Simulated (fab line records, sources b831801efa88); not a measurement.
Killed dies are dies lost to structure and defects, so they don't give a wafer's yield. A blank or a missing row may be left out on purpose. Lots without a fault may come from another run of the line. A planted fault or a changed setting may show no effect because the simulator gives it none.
Which tool did it? | flow sky130 | 12 lots, 36 wafers sampled, at 2 steps of a route of 708

WHAT THE GAUGES READ, wafer by wafer
SKY_VIA2_BOW_MEAS_03.
lot  | measured     | on            | VIA2_BOW (um)
L982 | day 34 01:11 | film_metro-01 | 87 88 100
L983 | day 35 03:44 | film_metro-01 | 84 83 86
L984 | day 35 21:29 | film_metro-01 | 87 83 94
L986 | day 36 19:50 | film_metro-04 | 86 95 79
L992 | day 38 23:56 | film_metro-01 | 86 82 82
L993 | day 39 03:34 | film_metro-04 | 92 96 68
L995 | day 40 20:43 | film_metro-03 | 87 83 86
L997 | day 40 23:16 | film_metro-03 | 86 87 81
L100 | day 41 05:12 | film_metro-03 | 90 80 90
L101 | day 41 05:30 | film_metro-04 | 83 84 85
L103 | day 42 14:38 | film_metro-03 | 93 89 96
L104 | day 42 16:38 | film_metro-03 | 84 81 87

SKY_CAPM_OVL_MEAS_12.
lot  | measured     | on         | CAPM_OVL (nm)
L982 | day 36 03:19 | overlay-02 | -0.1 -0.9 0.1
L983 | day 37 07:25 | overlay-02 | 0.5 -0.9 1.3
L984 | day 38 03:25 | overlay-01 | 0.3 -1.1 -0.6
L986 | day 39 01:04 | overlay-02 | 0.7 -1.0 -1.0
L992 | day 41 01:35 | overlay-01 | 0.2 -0.8 -1.7
L993 | day 41 06:28 | overlay-01 | -0.6 -1.5 0.1
L995 | day 42 23:17 | overlay-02 | 1.0 2.4 2.8
L997 | day 43 00:11 | overlay-02 | 0.9 -0.2 0.2
L100 | day 43 05:20 | overlay-01 | -0.1 1.6 1.3
L101 | day 43 06:49 | overlay-02 | -1.3 -0.8 -2.2
L103 | day 44 13:44 | overlay-02 | 1.7 0.9 0.9
L104 | day 44 16:16 | overlay-02 | 1.9 1.5 0.5

WHICH TOOL RAN EACH LOT (tool, then ch and the chambers of the sampled wafers, then the start)
The record holds no process step before these readings.

WHAT THE TOOLS THEMSELVES READ (means of the sampled wafers that have a number; where no wafer has one, the mark that the record gives instead)
The record holds no such reading with a usual standard deviation.

THE ANSWER, worked out from the rows above alone
Rule: what is usual is taken from the lots themselves. Put in order of their means at a reading, lots are off if they are a third of the lots or fewer, leave a main group of 4 or more, and stand apart from it by a gap of 3 or more times the standard deviation of the main group's means; of several such gaps the widest counts. A main group whose means are all the same, to the digits that the tables above print for the reading, isn't used. A lot without any number at a reading at which 4 lots or more have one is off too. The other lots that the step has rows for count as sound. The gauges are gone through in route order, then the tools' own readings, and for those a lot's mean is taken as printed above. The first step at which some lot is off is used, and at that step the reading that is off furthest; a lot without a number counts as furthest.
No lot is off at any reading shown: from this, nothing can be told.

WHAT THE SIMULATOR HAD PUT IN
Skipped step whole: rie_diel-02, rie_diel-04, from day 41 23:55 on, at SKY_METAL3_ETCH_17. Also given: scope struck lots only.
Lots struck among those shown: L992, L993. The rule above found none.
